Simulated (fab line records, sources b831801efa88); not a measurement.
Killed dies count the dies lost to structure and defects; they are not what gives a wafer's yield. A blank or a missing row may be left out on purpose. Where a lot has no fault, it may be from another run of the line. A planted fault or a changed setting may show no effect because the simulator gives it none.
Which tool was responsible? || flow sky130 || Sampling: 14 lots, 42 wafers, 4 of 708 route steps

## WHAT THE GAUGES SHOWED, per wafer
The record holds no reading of a measuring or inspecting step that can be judged against a usual standard deviation.

## WHICH TOOL RAN EACH LOT (tool, then ch and the chambers of the sampled wafers, then the start)
{"lot": "L890", "SKY_METAL3_SPUTTER_00": "pvd_sputter-04, day 36 09:13", "SKY_METAL3_SPUTTER_03": "pvd_sputter-04, day 36 09:18", "SKY_CAPM_SPUTTER_02": "pvd_sputter-02, day 36 09:27", "SKY_CAPM_DEVELOP_11": "litho_track-02 ch 0, day 37 11:17"}
{"lot": "L891", "SKY_METAL3_SPUTTER_00": "pvd_sputter-02, day 36 14:32", "SKY_METAL3_SPUTTER_03": "pvd_sputter-02, day 36 14:38", "SKY_CAPM_SPUTTER_02": "pvd_sputter-01, day 36 14:47", "SKY_CAPM_DEVELOP_11": "litho_track-01 ch 0, day 37 17:17"}
{"lot": "L892", "SKY_METAL3_SPUTTER_00": "pvd_sputter-01, day 37 00:30", "SKY_METAL3_SPUTTER_03": "pvd_sputter-01, day 37 00:35", "SKY_CAPM_SPUTTER_02": "pvd_sputter-02, day 37 00:45", "SKY_CAPM_DEVELOP_11": "litho_track-03 ch 0, day 38 01:52"}
{"lot": "L893", "SKY_METAL3_SPUTTER_00": "pvd_sputter-01, day 37 10:23", "SKY_METAL3_SPUTTER_03": "pvd_sputter-01, day 37 10:28", "SKY_CAPM_SPUTTER_02": "pvd_sputter-02, day 37 10:37", "SKY_CAPM_DEVELOP_11": "litho_track-03 ch 0, day 38 11:50"}
{"lot": "L895", "SKY_METAL3_SPUTTER_00": "pvd_sputter-02, day 38 01:39", "SKY_METAL3_SPUTTER_03": "pvd_sputter-02, day 38 01:44", "SKY_CAPM_SPUTTER_02": "pvd_sputter-03, day 38 01:53", "SKY_CAPM_DEVELOP_11": "litho_track-02 ch 0, day 39 02:56"}
{"lot": "L897", "SKY_METAL3_SPUTTER_00": "pvd_sputter-01, day 39 01:28", "SKY_METAL3_SPUTTER_03": "pvd_sputter-01, day 39 01:33", "SKY_CAPM_SPUTTER_02": "pvd_sputter-03, day 39 01:42", "SKY_CAPM_DEVELOP_11": "litho_track-03 ch 0, day 40 02:49"}
{"lot": "L898", "SKY_METAL3_SPUTTER_00": "pvd_sputter-01, day 39 11:36", "SKY_METAL3_SPUTTER_03": "pvd_sputter-01, day 39 11:41", "SKY_CAPM_SPUTTER_02": "pvd_sputter-03, day 39 11:50", "SKY_CAPM_DEVELOP_11": "litho_track-03 ch 0, day 40 12:37"}
{"lot": "L899", "SKY_METAL3_SPUTTER_00": "pvd_sputter-04, day 39 14:01", "SKY_METAL3_SPUTTER_03": "pvd_sputter-04, day 39 14:06", "SKY_CAPM_SPUTTER_02": "pvd_sputter-03, day 39 14:15", "SKY_CAPM_DEVELOP_11": "litho_track-02 ch 0, day 40 15:02"}
{"lot": "L900", "SKY_METAL3_SPUTTER_00": "pvd_sputter-04, day 39 21:40", "SKY_METAL3_SPUTTER_03": "pvd_sputter-04, day 39 21:45", "SKY_CAPM_SPUTTER_02": "pvd_sputter-01, day 39 21:54", "SKY_CAPM_DEVELOP_11": "litho_track-03 ch 0, day 40 21:25"}
{"lot": "L904", "SKY_METAL3_SPUTTER_00": "pvd_sputter-01, day 40 23:16", "SKY_METAL3_SPUTTER_03": "pvd_sputter-01, day 40 23:21", "SKY_CAPM_SPUTTER_02": "pvd_sputter-02, day 40 23:30", "SKY_CAPM_DEVELOP_11": "litho_track-02, day 42 00:05"}
{"lot": "L905", "SKY_METAL3_SPUTTER_00": "pvd_sputter-02, day 41 12:21", "SKY_METAL3_SPUTTER_03": "pvd_sputter-02, day 41 12:26", "SKY_CAPM_SPUTTER_02": "pvd_sputter-03, day 41 12:35", "SKY_CAPM_DEVELOP_11": "litho_track-02, day 42 12:10"}
{"lot": "L906", "SKY_METAL3_SPUTTER_00": "pvd_sputter-02, day 42 05:03", "SKY_METAL3_SPUTTER_03": "pvd_sputter-02, day 42 05:08", "SKY_CAPM_SPUTTER_02": "pvd_sputter-03, day 42 05:17", "SKY_CAPM_DEVELOP_11": "litho_track-03 ch 0, day 43 03:53"}
{"lot": "L912", "SKY_METAL3_SPUTTER_00": "pvd_sputter-04, day 43 01:58", "SKY_METAL3_SPUTTER_03": "pvd_sputter-04, day 43 02:04", "SKY_CAPM_SPUTTER_02": "pvd_sputter-02, day 43 02:13", "SKY_CAPM_DEVELOP_11": "litho_track-03 ch 0, day 44 00:28"}
{"lot": "L913", "SKY_METAL3_SPUTTER_00": "pvd_sputter-02, day 43 08:53", "SKY_METAL3_SPUTTER_03": "pvd_sputter-02, day 43 08:58", "SKY_CAPM_SPUTTER_02": "pvd_sputter-01, day 43 09:08", "SKY_CAPM_DEVELOP_11": "litho_track-01 ch 0, day 44 07:20"}
- SKY_METAL3_SPUTTER_00: material Ti, target thk 15 nm, time 10 s.
- SKY_METAL3_SPUTTER_03: material Ti, target thk 5 nm, time 3.3 s.
- SKY_CAPM_SPUTTER_02: material TiN, target thk 200 nm, time 166.7 s.
- SKY_CAPM_DEVELOP_11: develop time 60 s.

## AS READ BY THE TOOLS THEMSELVES (means over the sampled wafers that have a number; for cases with no such wafer, the mark the record gives instead)
SKY_METAL3_SPUTTER_00. Usual: throttle_valve_pct 30.1 %, standard deviation 1.4.
{"lot": "L890", "tool": "pvd_sputter-04", "throttle_valve_pct (%)": 28.5, "flag": ""}
{"lot": "L891", "tool": "pvd_sputter-02", "throttle_valve_pct (%)": 30.4, "flag": ""}
{"lot": "L892", "tool": "pvd_sputter-01", "throttle_valve_pct (%)": 30.2, "flag": ""}
{"lot": "L893", "tool": "pvd_sputter-01", "throttle_valve_pct (%)": 31.1, "flag": ""}
{"lot": "L895", "tool": "pvd_sputter-02", "throttle_valve_pct (%)": 30.4, "flag": ""}
{"lot": "L897", "tool": "pvd_sputter-01", "throttle_valve_pct (%)": 30.4, "flag": ""}
{"lot": "L898", "tool": "pvd_sputter-01", "throttle_valve_pct (%)": 30.5, "flag": ""}
{"lot": "L899", "tool": "pvd_sputter-04", "throttle_valve_pct (%)": 28.5, "flag": ""}
{"lot": "L900", "tool": "pvd_sputter-04", "throttle_valve_pct (%)": 30.2, "flag": ""}
{"lot": "L904", "tool": "pvd_sputter-01", "throttle_valve_pct (%)": 30.4, "flag": ""}
{"lot": "L905", "tool": "pvd_sputter-02", "throttle_valve_pct (%)": 31.2, "flag": ""}
{"lot": "L906", "tool": "pvd_sputter-02", "throttle_valve_pct (%)": 31.1, "flag": ""}
{"lot": "L912", "tool": "pvd_sputter-04", "throttle_valve_pct (%)": 27.9, "flag": ""}
{"lot": "L913", "tool": "pvd_sputter-02", "throttle_valve_pct (%)": 30.7, "flag": ""}

SKY_METAL3_SPUTTER_03. Usual: throttle_valve_pct 30.1 %, standard deviation 1.4.
{"lot": "L890", "tool": "pvd_sputter-04", "throttle_valve_pct (%)": 28.6, "flag": ""}
{"lot": "L891", "tool": "pvd_sputter-02", "throttle_valve_pct (%)": 30.4, "flag": ""}
{"lot": "L892", "tool": "pvd_sputter-01", "throttle_valve_pct (%)": 30.4, "flag": ""}
{"lot": "L893", "tool": "pvd_sputter-01", "throttle_valve_pct (%)": 31.2, "flag": ""}
{"lot": "L895", "tool": "pvd_sputter-02", "throttle_valve_pct (%)": 30.4, "flag": ""}
{"lot": "L897", "tool": "pvd_sputter-01", "throttle_valve_pct (%)": 30.3, "flag": ""}
{"lot": "L898", "tool": "pvd_sputter-01", "throttle_valve_pct (%)": 30.2, "flag": ""}
{"lot": "L899", "tool": "pvd_sputter-04", "throttle_valve_pct (%)": 28.5, "flag": ""}
{"lot": "L900", "tool": "pvd_sputter-04", "throttle_valve_pct (%)": 30.1, "flag": ""}
{"lot": "L904", "tool": "pvd_sputter-01", "throttle_valve_pct (%)": 30.3, "flag": ""}
{"lot": "L905", "tool": "pvd_sputter-02", "throttle_valve_pct (%)": 31.0, "flag": ""}
{"lot": "L906", "tool": "pvd_sputter-02", "throttle_valve_pct (%)": 31.2, "flag": ""}
{"lot": "L912", "tool": "pvd_sputter-04", "throttle_valve_pct (%)": 27.8, "flag": ""}
{"lot": "L913", "tool": "pvd_sputter-02", "throttle_valve_pct (%)": 30.7, "flag": ""}

SKY_CAPM_SPUTTER_02. Usual: throttle_valve_pct 30.4 %, standard deviation 0.74.
{"lot": "L890", "tool": "pvd_sputter-02", "throttle_valve_pct (%)": 30.9, "flag": ""}
{"lot": "L891", "tool": "pvd_sputter-01", "throttle_valve_pct (%)": 30.1, "flag": ""}
{"lot": "L892", "tool": "pvd_sputter-02", "throttle_valve_pct (%)": 30.6, "flag": ""}
{"lot": "L893", "tool": "pvd_sputter-02", "throttle_valve_pct (%)": 30.6, "flag": ""}
{"lot": "L895", "tool": "pvd_sputter-03", "throttle_valve_pct (%)": 30.3, "flag": ""}
{"lot": "L897", "tool": "pvd_sputter-03", "throttle_valve_pct (%)": 30.5, "flag": ""}
{"lot": "L898", "tool": "pvd_sputter-03", "throttle_valve_pct (%)": 30.4, "flag": ""}
{"lot": "L899", "tool": "pvd_sputter-03", "throttle_valve_pct (%)": 30.2, "flag": ""}
{"lot": "L900", "tool": "pvd_sputter-01", "throttle_valve_pct (%)": 30.5, "flag": ""}
{"lot": "L904", "tool": "pvd_sputter-02", "throttle_valve_pct (%)": 30.3, "flag": ""}
{"lot": "L905", "tool": "pvd_sputter-03", "throttle_valve_pct (%)": 29.7, "flag": ""}
{"lot": "L906", "tool": "pvd_sputter-03", "throttle_valve_pct (%)": 30.0, "flag": ""}
{"lot": "L912", "tool": "pvd_sputter-02", "throttle_valve_pct (%)": 30.8, "flag": ""}
{"lot": "L913", "tool": "pvd_sputter-01", "throttle_valve_pct (%)": 30.4, "flag": ""}

SKY_CAPM_DEVELOP_11. Usual: chill_plate_temp_C 23.03 C, standard deviation 0.1.
{"lot": "L890", "tool": "litho_track-02", "chill_plate_temp_C (C)": 23.12, "flag": ""}
{"lot": "L891", "tool": "litho_track-01", "chill_plate_temp_C (C)": 23.04, "flag": ""}
{"lot": "L892", "tool": "litho_track-03", "chill_plate_temp_C (C)": 22.96, "flag": ""}
{"lot": "L893", "tool": "litho_track-03", "chill_plate_temp_C (C)": 23.01, "flag": ""}
{"lot": "L895", "tool": "litho_track-02", "chill_plate_temp_C (C)": 23.10, "flag": ""}
{"lot": "L897", "tool": "litho_track-03", "chill_plate_temp_C (C)": 23.20, "flag": ""}
{"lot": "L898", "tool": "litho_track-03", "chill_plate_temp_C (C)": 22.97, "flag": ""}
{"lot": "L899", "tool": "litho_track-02", "chill_plate_temp_C (C)": 23.05, "flag": ""}
{"lot": "L900", "tool": "litho_track-03", "chill_plate_temp_C (C)": 23.05, "flag": ""}
{"lot": "L904", "tool": "litho_track-02", "chill_plate_temp_C (C)": "-", "flag": "OFF"}
{"lot": "L905", "tool": "litho_track-02", "chill_plate_temp_C (C)": "-", "flag": "OFF"}
{"lot": "L906", "tool": "litho_track-03", "chill_plate_temp_C (C)": 23.13, "flag": ""}
{"lot": "L912", "tool": "litho_track-03", "chill_plate_temp_C (C)": 23.05, "flag": ""}
{"lot": "L913", "tool": "litho_track-01", "chill_plate_temp_C (C)": 23.04, "flag": ""}

## THE ANSWER, worked out from the rows above alone
Rule: a lot counts as off when the mean over its wafers that have a number is more than 3 standard deviations away from the usual mean. A lot without any number at a reading at which 4 lots or more have one is off too. Where the step has rows for the other lots, those lots are counted as sound. After the gauges, taken in route order, come the tools' own readings; for these a lot's mean is taken, as printed above. At the first step where some lot is off, the reading lying furthest off is the one used; lots without a number count as furthest.
Off, at SKY_CAPM_DEVELOP_11 on chill_plate_temp_C: L904, L905. Without a number there: L904, L905.
A tool fits if, at that step or a process step before it, it ran every lot that is off, and no sound lot after the first of them. One fits: litho_track-02 at SKY_CAPM_DEVELOP_11. A fault onset in the window from L899 (day 40 15:02, its last sound lot) to L904 (day 42 00:05, its first lot off) fits.
Blank at SKY_CAPM_DEVELOP_11 on the lots that are off, where sound lots have numbers: chill_plate_temp_C.

## WHAT THE SIMULATOR HAD INSERTED
At SKY_CAPM_DEVELOP_11, the step was skipped entirely on litho_track-02 from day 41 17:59 on. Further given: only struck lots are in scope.
Lots struck among those shown: L904, L905. The same result came from the rule above.
